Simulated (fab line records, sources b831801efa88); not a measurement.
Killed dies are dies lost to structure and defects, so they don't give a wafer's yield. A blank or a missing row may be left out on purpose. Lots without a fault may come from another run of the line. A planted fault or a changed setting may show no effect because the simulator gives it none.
A struck lot beside a sound one | flow gf180mcu | 19 steps out of a route of 602
Sound: wafers L898.1, L898.2, L898.6. Struck: wafers L892.1, L892.2, L892.5. The cause comes at the end.
At each step with rows: each side's tool, then ch and its chambers, then its first start. Under that, the readings that differ: sound wafers | struck wafers | difference of the means | sigmas: that difference in standard deviations of wafers without a fault.
alike: readings whose means differ by less than 2 such deviations, and words and numbers that are the same on both sides. not compared: withheld readings, readings that some wafer has no value for, bounds like >300 that may hide the same value, and numbers for which the record gives no deviation and whose values overlap.
The two part at a step that has a row with sigmas, a row that says differs or no value, or rows on one side only. Numbers that don't overlap but have no deviation are shown without sigmas and don't part them. A reading that every wafer of one side lacks parts them only if that side has two wafers or more.

first, 1 step without rows for these wafers: GF_HV_LDD_CLEAN_51 (cleans in SC1/SC2, time 150 s).
GF_HV_LDD_RTA_52: time 10 s.
  sound on rtp_anneal-01 ch 0, day 19 03:51; struck on rtp_anneal-01 ch 0, day 17 08:35
  alike: anneal_temp_c_max, lamp_power_pct, wafer_temp_C_max
GF_HV_LDD_RS_MEAS_53: measures by four-point-probe.
  sound on film_metro-04, day 19 03:55; struck on film_metro-03, day 17 08:40
  alike: HV_LDD_RS
then, 1 step without rows for these wafers: GF_HV_LDD_CVD_54 (deposits SiO2 from TEOS, target thk 10 nm, time 75 s).
GF_HV_LDD_THK_MEAS_55:
  sound on film_metro-03, day 19 05:03; struck on film_metro-04, day 17 09:48
  alike: HV_LDD_CVD_54_THK
then, 1 step without rows for these wafers: GF_HV_LDD_CVD_56 (deposits Si3N4 from DCS/NH3, target thk 90 nm, time 1543 s).
GF_HV_LDD_THK_MEAS_57:
  sound on film_metro-03, day 19 06:32; struck on film_metro-04, day 17 11:17
  alike: HV_LDD_CVD_56_THK
GF_HV_LDD_ETCHBACK_58: etches Si3N4 in CH3F/O2, stops on SiO2, time 100 s, target depth 90 nm.
  sound on rie_diel-02 ch 0,3, day 19 06:36; struck on rie_diel-03 ch 0,3, day 17 11:21
  alike: O2_flow_sccm, ch3f_flow_sccm, drypump_motor_current_A, oes_product_au, throttle_valve_pct
  not compared: rf_hours_counter_h
then, 4 steps without rows for these wafers: GF_NSD_DEHYDRATE_00 (time 60 s); GF_NSD_HMDS_01 (prime time 60 s); GF_NSD_COAT_02 (resist thk 1000 nm); GF_NSD_SOFTBAKE_03 (time 60 s).
GF_NSD_EXPOSE_04: exposes mask Nplus, target cd 400 nm.
  sound on iline_stepper-01 ch 0, day 19 18:29; struck on iline_stepper-02 ch 0, day 17 23:36
  reading                     | sound                | struck               | difference | sigmas
  model.NSD.overlay_x_nm (nm) | -2.014 -2.014 -2.014 | -83.86 -83.86 -83.86 | -81.85     |
  alike: mask
then, 2 steps without rows for these wafers: GF_NSD_PEB_05; GF_NSD_DEVELOP_06 (develop time 60 s).
GF_NSD_CD_MEAS_07: target cd 400 nm.
  sound on cd_sem-02, day 20 06:43; struck on cd_sem-02, day 18 11:18
  alike: cd_nm
GF_NSD_OVL_MEAS_08:
  sound on overlay-02, day 20 06:50; struck on overlay-02, day 18 11:25
  reading      | sound          | struck            | difference | sigmas
  NSD_OVL (nm) | -2.8 -2.2 -2.2 | -85.2 -84.0 -83.5 | -81.8      | -55
then, 2 steps without rows for these wafers: GF_NSD_IMPLANT_09; GF_PASSIVATION_PROBE_99.

WHERE THEY PART
Only at GF_NSD_OVL_MEAS_08, within this record.

WHY: what the simulator had put in
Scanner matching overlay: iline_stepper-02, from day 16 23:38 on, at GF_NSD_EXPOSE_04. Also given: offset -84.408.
